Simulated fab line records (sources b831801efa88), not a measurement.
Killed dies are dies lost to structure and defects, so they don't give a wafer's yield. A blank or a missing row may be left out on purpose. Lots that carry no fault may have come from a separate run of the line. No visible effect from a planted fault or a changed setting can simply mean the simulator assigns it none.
fab line records -- flow gf180mcu
record lots=7, wafers=19, lastDay=34
route steps=602 shown V3@440 M4@456
lots untouched by any fault: they come from a run of this same line in which no faults occurred
startH: hours from the record's opening day to when the first of the lot's shown wafers began -- waitH: hours since the lot's step before -- " repeats the value in the row above -- L1.1+2: a row that stands for several wafers -- - either no value or no given start -- * or withheld: withheld -- < > ~ a bound
route shown NAME@n: names a module that has steps shown in the file, with the first one's number in the route -- usual: mean and standard deviation over wafers with no fault -- same: alike in all rows -- chamber/n: place in a boat -- sites: each site's reading -- _std_site: their standard deviation -- _edge_site: the outer-site mean with the inner-site mean subtracted -- radiusMm: how far each site lies from the wafer's centre -- mask NAME#n: copy n -- behind: tool/chamber where the wafer was last shaped -- hold: why the lot was held/for how many hours/how that ended -- device: transistor that didn't switch, given as n, p or np -- end of line: at the end of the route, the tests of the same wafers -- step lacking rows: just its recipe -- killed: at the first sort, the dies lost to defects and structure; wafer yield is something else -- map: shows each die of a wafer: x if killed, . if not, _ if none is there
set.NAME: setting as actually run; set.NAME@STEP: the setting as run at that earlier step -- model.NAME: the simulator's own value behind a step, which no gauge read
lots seen at some steps along the route; tables by step, rows by wafer
services: from which hour (startH, from the record's first day; less than 0 if before it) a tool's chamber was out of use, for how many hours, and why
## steps
# step GF_V3_EXPOSE_11
# recipe maskId=Via3, targetCdNm=260, na=0.68, sourceShape=conventional, sigmaOuter=0.6, doseMj=38
# step GF_V3_PEB_12
# recipe pebTempC=135, pebTimeS=90, resist=KrF
# step GF_V3_DEVELOP_13
# recipe developTimeS=60, resist=KrF, devTempC=21
# step GF_V3_CD_MEAS_14
# recipe targetCdNm=260
# usual cdNm=259.9/1.4
lot.wafer,tool,chamber,startH,waitH,cdNm
L931.1,cdSem-02,-,506.90,0.1,261.8
L931.4,cdSem-02,-,506.90,0.1,261.3
L931.6,cdSem-02,-,506.90,0.1,262.5
L939.1,cdSem-01,-,579.70,0.1,257.4
L939.2,cdSem-01,-,579.70,0.1,257.9
L939.3,cdSem-01,-,579.70,0.1,257.8
L940.2,cdSem-02,-,586.65,0.1,259.0
L940.3,cdSem-02,-,586.65,0.1,258.6
L941.3,cdSem-01,-,601.92,0.1,259.0
L941.5,cdSem-01,-,601.92,0.1,259.4
L952.2,cdSem-01,-,676.17,0.1,259.6
L952.3,cdSem-01,-,676.17,0.1,259.2
L952.4,cdSem-01,-,676.17,0.1,260.5
L953.2,cdSem-01,-,683.85,0.1,259.5
L953.3,cdSem-01,-,683.85,0.1,259.9
L953.6,cdSem-01,-,683.85,0.1,259.5
L954.2,cdSem-01,-,685.17,0.1,260.4
L954.3,cdSem-01,-,685.17,0.1,261.7
L954.4,cdSem-01,-,685.17,0.1,259.1
# step GF_V3_OVL_MEAS_15
# usual V3_OVL=-2/4.6
lot.wafer,tool,chamber,startH,waitH,V3_OVL[nm]
L931.1,overlay-02,-,507.02,0.1,2
L931.4,overlay-02,-,507.02,0.1,2
L931.6,overlay-02,-,507.02,0.1,5
L939.1,overlay-02,-,579.82,0.1,-6
L939.2,overlay-02,-,579.82,0.1,-10
L939.3,overlay-02,-,579.82,0.1,-8
L940.2,overlay-02,-,586.76,0.1,-9
L940.3,overlay-02,-,586.76,0.1,-1
L941.3,overlay-02,-,602.01,0.1,1
L941.5,overlay-02,-,602.01,0.1,1
L952.2,overlay-02,-,676.27,0.1,2
L952.3,overlay-02,-,676.27,0.1,1
L952.4,overlay-02,-,676.27,0.1,-8
L953.2,overlay-02,-,683.96,0.1,-1
L953.3,overlay-02,-,683.96,0.1,-4
L953.6,overlay-02,-,683.96,0.1,0
L954.2,overlay-01,-,685.27,0.1,2
L954.3,overlay-01,-,685.27,0.1,-2
L954.4,overlay-01,-,685.27,0.1,-4
# step GF_V3_ETCH_16
# recipe chemistry=N2/H2, targetDepthA=withheld, overetchA=withheld, timeS=withheld, target=BARC, ionEnergyEv=200, sourceW=500, biasW=100, pressureMtorr=30, n2FlowSccm=100, h2FlowSccm=200
# step GF_V3_ETCH_17
# recipe chemistry=C4F8/O2/Ar, maskMaterial=KrF, target=SiO2, stopOn=TiN, sourceW=1500, biasW=1200, pressureMtorr=40, c4f8FlowSccm=withheld, O2_flow_sccm=6, Ar_flow_sccm=300, timeS=withheld, targetDepthA=6350
# usual oesProductAu=0.856/0.0044
lot.wafer,tool,chamber,startH,waitH,oesProductAu
L931.1,rieDiel-03,0,-,-,0.855
L931.4,rieDiel-03,1,-,-,0.858
L931.6,rieDiel-03,0,-,-,0.858
L939.1,rieDiel-03,1,-,-,0.856
L939.2,rieDiel-03,0,-,-,0.855
L939.3,rieDiel-03,2,-,-,0.849
L940.2,rieDiel-04,2,-,-,0.858
L940.3,rieDiel-04,1,-,-,0.861
L941.3,rieDiel-01,3,-,-,0.861
L941.5,rieDiel-01,2,-,-,0.853
L952.2,rieDiel-01,1,-,-,0.851
L952.3,rieDiel-01,3,-,-,0.857
L952.4,rieDiel-01,2,-,-,0.851
L953.2,rieDiel-04,3,-,-,0.859
L953.3,rieDiel-04,2,-,-,0.852
L953.6,rieDiel-04,2,-,-,0.851
L954.2,rieDiel-03,2,-,-,0.849
L954.3,rieDiel-03,0,-,-,0.853
L954.4,rieDiel-03,3,-,-,0.849
# step GF_V3_STRIP_18
# recipe chemistry=O2/N2, powerW=1400, pressureMtorr=1500, platenTempC=250, o2FlowSccm=3000, n2FlowSccm=300, overashFraction=0.5
# usual drypumpMotorCurrentA=5.6/0.49, heaterPowerW=345/27, oesProductAu=0.592/0.0052, platenTempC=250.02/0.18
lot.wafer,tool,chamber,startH,waitH,drypumpMotorCurrentA,heaterPowerW,oesProductAu,platenTempC,rfHoursCounterH
L931.1,plasmaAsher-02,1,507.18,-,4.9,313,0.588,249.86,8
L931.4,plasmaAsher-02,1,507.18,-,4.9,308,0.590,249.82,-
L931.6,plasmaAsher-02,1,507.18,-,4.9,319,0.588,250.11,-
L939.1,plasmaAsher-03,0,579.98,-,5.4,356,0.599,249.83,95
L939.2,plasmaAsher-03,1,579.98,-,5.9,356,0.593,249.94,95
L939.3,plasmaAsher-03,0,579.98,-,5.4,370,0.591,249.75,-
L940.2,plasmaAsher-03,0,586.92,-,5.4,366,0.589,250.15,96
L940.3,plasmaAsher-03,1,586.92,-,5.9,367,0.593,249.99,-
L941.3,plasmaAsher-03,0,602.20,-,5.4,366,0.600,250.17,-
L941.5,plasmaAsher-03,0,602.20,-,5.4,369,0.594,250.14,-
L952.2,plasmaAsher-02,0,676.43,-,6.3,304,0.599,249.76,26
L952.3,plasmaAsher-02,1,676.43,-,4.9,308,0.592,250.17,-
L952.4,plasmaAsher-02,0,676.43,-,6.3,297,0.589,250.14,-
L953.2,plasmaAsher-03,1,684.12,-,5.9,363,0.594,250.07,107
L953.3,plasmaAsher-03,0,684.12,-,5.4,364,0.595,250.19,-
L953.6,plasmaAsher-03,1,684.12,-,5.9,354,0.589,250.23,-
L954.2,plasmaAsher-04,1,685.43,-,5.0,370,0.598,249.94,55
L954.3,plasmaAsher-04,1,685.43,-,5.0,369,0.592,250.10,-
L954.4,plasmaAsher-04,0,685.43,-,6.3,330,0.593,249.87,-
# step GF_V3_STRIP_19
# recipe chemistry=postEtchResidueRemover, timeS=1200, tempC=72.5
# step GF_V3_CLEAN_20
# recipe chemistry=DIW, dry=n2Spin
# step GF_V3_SPUTTER_21
# recipe material=Ti, targetThkNm=15, chamberPressurePa=5, powerW=2500, substrateTempC=200, timeS=80.02
# usual throttleValvePct=30.0/0.93
lot.wafer,tool,chamber,startH,waitH,throttleValvePct
L931.1,pvdSputter-02,-,507.72,0.0,29.8
L931.4,pvdSputter-02,-,507.72,0.0,29.5
L931.6,pvdSputter-02,-,507.72,0.0,31.6
L939.1,pvdSputter-04,-,580.55,0.0,28.5
L939.2,pvdSputter-04,-,580.55,0.0,31.0
L939.3,pvdSputter-04,-,580.55,0.0,29.2
L940.2,pvdSputter-04,-,587.48,0.0,30.9
L940.3,pvdSputter-04,-,587.48,0.0,28.4
L941.3,pvdSputter-02,-,602.73,0.0,29.7
L941.5,pvdSputter-02,-,602.73,0.0,29.8
L952.2,pvdSputter-03,-,676.96,0.0,30.8
L952.3,pvdSputter-03,-,676.96,0.0,28.9
L952.4,pvdSputter-03,-,676.96,0.0,30.4
L953.2,pvdSputter-03,-,684.65,0.0,29.6
L953.3,pvdSputter-03,-,684.65,0.0,28.8
L953.6,pvdSputter-03,-,684.65,0.0,28.8
L954.2,pvdSputter-03,-,686.31,0.0,29.6
L954.3,pvdSputter-03,-,686.31,0.0,29.2
L954.4,pvdSputter-03,-,686.31,0.0,30.9
# step GF_V3_SPUTTER_22
# recipe material=TiN, targetThkNm=10, chamberPressurePa=5, powerW=4000, timeS=40
# usual throttleValvePct=30.1/0.95
lot.wafer,tool,chamber,startH,waitH,throttleValvePct
L931.1,pvdSputter-02,-,507.79,0.0,29.4
L931.4,pvdSputter-02,-,507.79,0.0,29.5
L931.6,pvdSputter-02,-,507.79,0.0,31.3
L939.1,pvdSputter-04,-,580.61,0.0,28.4
L939.2,pvdSputter-04,-,580.61,0.0,30.8
L939.3,pvdSputter-04,-,580.61,0.0,29.1
L940.2,pvdSputter-04,-,587.54,0.0,30.9
L940.3,pvdSputter-04,-,587.54,0.0,28.6
L941.3,pvdSputter-02,-,602.79,0.0,29.5
L941.5,pvdSputter-02,-,602.79,0.0,29.9
L952.2,pvdSputter-03,-,677.03,0.0,30.9
L952.3,pvdSputter-03,-,677.03,0.0,29.1
L952.4,pvdSputter-03,-,677.03,0.0,30.3
L953.2,pvdSputter-03,-,684.71,0.0,29.7
L953.3,pvdSputter-03,-,684.71,0.0,28.8
L953.6,pvdSputter-03,-,684.71,0.0,28.9
L954.2,pvdSputter-03,-,686.38,0.0,29.8
L954.3,pvdSputter-03,-,686.38,0.0,28.7
L954.4,pvdSputter-03,-,686.38,0.0,30.9
# step GF_V3_CVD_23
# recipe material=W, targetThkNm=350, timeS=104.9, tempC=400, pressureTorr=40
# usual heaterPowerW=837/59
lot.wafer,tool,chamber,startH,waitH,heaterPowerW,model.W_of_V3_CVD_23.thkNm
L931.1,cvdW-01,0,507.82,0.0,751,345.5
L931.4,cvdW-01,0,507.82,0.0,760,348.1
L931.6,cvdW-01,0,507.82,0.0,764,346.3
L939.1,cvdW-01,1,580.65,0.0,846,344.7
L939.2,cvdW-01,0,580.65,0.0,792,491.9
L939.3,cvdW-01,1,580.65,0.0,839,348.3
L940.2,cvdW-01,1,587.58,0.0,839,493.8
L940.3,cvdW-01,1,587.58,0.0,841,346.6
L941.3,cvdW-01,1,602.87,0.1,845,348.6
L941.5,cvdW-01,1,602.87,0.1,832,499
L952.2,cvdW-02,0,677.06,0.0,941,345.2
L952.3,cvdW-02,0,677.06,0.0,934,348
L952.4,cvdW-02,1,677.06,0.0,840,344.4
L953.2,cvdW-02,0,684.75,0.0,947,344.1
L953.3,cvdW-02,0,684.75,0.0,929,348.1
L953.6,cvdW-02,1,684.75,0.0,875,339.3
L954.2,cvdW-01,1,686.41,0.0,805,346.6
L954.3,cvdW-01,1,686.41,0.0,852,350.8
L954.4,cvdW-01,0,686.41,0.0,778,344.8
# step GF_V3_RS_MEAS_24
# recipe thkMeasGauge=four-point-probe, reads=W_of_V3_CVD_23+TiN_of_V3_SPUTTER_22+Ti_of_V3_SPUTTER_21
# usual V3_W_RS=0.330/0.0036
lot.wafer,tool,chamber,startH,waitH,V3_W_RS[ohm/sq]
L931.1,filmMetro-02,-,507.94,0.1,0.331
L931.4,filmMetro-02,-,507.94,0.1,0.328
L931.6,filmMetro-02,-,507.94,0.1,0.330
L939.1,filmMetro-04,-,580.76,0.1,0.332
L939.2,filmMetro-04,-,580.76,0.1,0.232
L939.3,filmMetro-04,-,580.76,0.1,0.329
L940.2,filmMetro-04,-,587.71,0.1,0.232
L940.3,filmMetro-04,-,587.71,0.1,0.330
L941.3,filmMetro-02,-,602.98,0.1,0.328
L941.5,filmMetro-02,-,602.98,0.1,0.229
L952.2,filmMetro-04,-,677.20,0.1,0.332
L952.3,filmMetro-04,-,677.20,0.1,0.329
L952.4,filmMetro-04,-,677.20,0.1,0.332
L953.2,filmMetro-01,-,684.88,0.1,0.332
L953.3,filmMetro-01,-,684.88,0.1,0.329
L953.6,filmMetro-01,-,684.88,0.1,0.337
L954.2,filmMetro-04,-,686.55,0.1,0.330
L954.3,filmMetro-04,-,686.55,0.1,0.326
L954.4,filmMetro-04,-,686.55,0.1,0.332
# step GF_V3_THK_MEAS_25
# recipe thkMeasGauge=xrf, reads=W_of_V3_CVD_23
# usual V3_W_THK=343/4.4
lot.wafer,tool,chamber,startH,waitH,V3_W_THK[nm]
L931.1,filmMetro-02,-,508.06,0.1,348
L931.4,filmMetro-02,-,508.06,0.1,349
L931.6,filmMetro-02,-,508.06,0.1,348
L939.1,filmMetro-04,-,580.88,0.1,339
L939.2,filmMetro-04,-,580.88,0.1,482
L939.3,filmMetro-04,-,580.88,0.1,345
L940.2,filmMetro-04,-,587.82,0.1,485
L940.3,filmMetro-04,-,587.82,0.1,342
L941.3,filmMetro-02,-,603.08,0.1,348
L941.5,filmMetro-02,-,603.08,0.1,501
L952.2,filmMetro-04,-,677.31,0.1,337
L952.3,filmMetro-04,-,677.31,0.1,341
L952.4,filmMetro-04,-,677.31,0.1,338
L953.2,filmMetro-01,-,684.99,0.1,341
L953.3,filmMetro-01,-,684.99,0.1,347
L953.6,filmMetro-01,-,684.99,0.1,337
L954.2,filmMetro-04,-,686.66,0.1,339
L954.3,filmMetro-04,-,686.66,0.1,342
L954.4,filmMetro-04,-,686.66,0.1,337
# step GF_V3_CMP_26
# recipe stopOn=SiO2, downForcePsi=3.5, platenRpm=60, tOverpolishS=15, targetThkNm=0, padVelocityMS=0.94248
# usual headPressurePsi=3.498/0.0079, motorCurrentA=10.9/1.3, timeToEndpointS=83/3.5
lot.wafer,tool,chamber,startH,waitH,headPressurePsi,motorCurrentA,timeToEndpointS
L931.1,cmp-01,2,508.17,0.1,3.509,9.5,81
L931.4,cmp-01,3,508.17,0.1,3.518,11.1,85
L931.6,cmp-01,2,508.17,0.1,3.502,8.9,84
L939.1,cmp-02,2,580.94,0.1,3.503,9.7,79
L939.3,cmp-02,3,580.94,0.1,3.489,12.8,80
L939.2,cmp-02,0,580.94,0.1,3.499,11.7,116
L940.3,cmp-02,0,587.87,0.0,3.488,11.6,82
L940.2,cmp-02,3,587.87,0.0,3.495,12.6,118
L941.3,cmp-01,1,603.22,0.1,3.504,13.6,85
L941.5,cmp-01,3,603.22,0.1,3.495,10.7,123
L952.2,cmp-02,3,677.47,0.1,3.488,12.6,84
L952.3,cmp-02,0,677.47,0.1,3.501,11.6,84
L952.4,cmp-02,2,677.47,0.1,3.495,10.7,85
L953.3,cmp-01,0,685.09,0.1,3.491,9.9,91
L953.2,cmp-01,2,685.09,0.1,3.505,9.6,89
L953.6,cmp-01,0,685.09,0.1,3.490,10.4,90
L954.2,cmp-01,3,686.71,0.0,3.497,11.0,85
L954.4,cmp-01,0,686.71,0.0,3.510,10.2,84
L954.3,cmp-01,2,686.71,0.0,3.501,9.6,86
# step GF_M4_SPUTTER_00
# recipe material=Ti, targetThkNm=37.5, arrivingIonEnergyEv=80, substrateTempC=200, chamberPressurePa=2, powerW=4000, timeS=150
# usual throttleValvePct=29.8/0.98
lot.wafer,tool,chamber,startH,waitH,throttleValvePct
L931.1,pvdSputter-03,-,508.42,0.2,30.6
L931.4,pvdSputter-03,-,508.42,0.2,30.7
L931.6,pvdSputter-03,-,508.42,0.2,28.8
L939.1,pvdSputter-02,-,581.24,0.2,31.1
L939.2,pvdSputter-02,-,581.24,0.2,31.7
L939.3,pvdSputter-02,-,581.24,0.2,29.7
L940.2,pvdSputter-01,-,588.17,0.1,30.9
L940.3,pvdSputter-01,-,588.17,0.1,29.0
L941.3,pvdSputter-03,-,603.42,0.1,28.9
L941.5,pvdSputter-03,-,603.42,0.1,31.0
L952.2,pvdSputter-01,-,677.77,0.2,29.2
L952.3,pvdSputter-01,-,677.77,0.2,30.9
L952.4,pvdSputter-01,-,677.77,0.2,28.5
L953.2,pvdSputter-03,-,685.34,0.1,29.1
L953.3,pvdSputter-03,-,685.34,0.1,29.8
L953.6,pvdSputter-03,-,685.34,0.1,31.0
L954.2,pvdSputter-01,-,687.01,0.2,28.6
L954.3,pvdSputter-01,-,687.01,0.2,28.7
L954.4,pvdSputter-01,-,687.01,0.2,31.0
## services
tool,chamber,startH,hours,kind
cvdW-02,-,488.66,28.1,pm
cmp-01,-,489.64,4.3,pm
cmp-02,-,490.02,2.8,repair
cmp-02,-,494.27,1.0,repair
pvdSputter-01,-,509.47,1.0,repair
cmp-02,-,514.33,1.4,repair
plasmaAsher-03,-,519.22,2.8,pm
cmp-02,-,522.62,3.6,pm
cvdW-01,0,529.48,1.9,repair
cmp-01,-,557.04,1.3,repair
pvdSputter-02,-,562.09,8.7,repair
rieDiel-03,-,565.76,2.8,pm
cmp-01,-,572.10,4.0,pm
pvdSputter-02,-,573.82,4.9,repair
rieDiel-03,3,581.47,8.9,repair
rieDiel-03,1,592.25,3.3,repair
pvdSputter-02,-,634.06,3.1,repair
cvdW-02,-,641.28,6.9,pm
plasmaAsher-02,-,641.48,5.9,repair
pvdSputter-03,-,645.80,3.4,repair
pvdSputter-02,-,657.05,11.6,repair
pvdSputter-02,-,662.86,3.9,repair
pvdSputter-02,-,676.05,4.9,repair
cmp-01,-,681.57,2.3,repair
## key
firstSign step=GF_V3_RS_MEAS_24, reading=V3_W_RS, direction=down, sigmas=28, usual=0.330, struck=0.231
effect step=GF_V3_THK_MEAS_25, reading=V3_W_THK, direction=up, sigmas=34, usual=343, struck=489
effect step=GF_V3_CMP_26, reading=timeToEndpointS, direction=up, sigmas=10, usual=*, struck=*
modelEffect step=GF_V3_CVD_23, value=W_of_V3_CVD_23.thkNm, without=347.5, struck=494.9
metAt GF_V3_CVD_23
struckWafers L939.2,L940.2,L941.5
sortLeftOut L940.2
onsetBetween 507.82 580.65
fault kind=processParameterDrift, tool=cvdW-01, chamber=-, onsetH=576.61, steps=GF_V3_CVD_23, channel=targetThkNm, offset=148.22, shape=step, endH=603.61, scope=struckWafersOnly, actsIn=theseRecipesOnly, stated=350
# sortLeftOut: the simulated sort isn't trusted on such a fault, so these wafers' sort isn't shown, and their yield isn't known
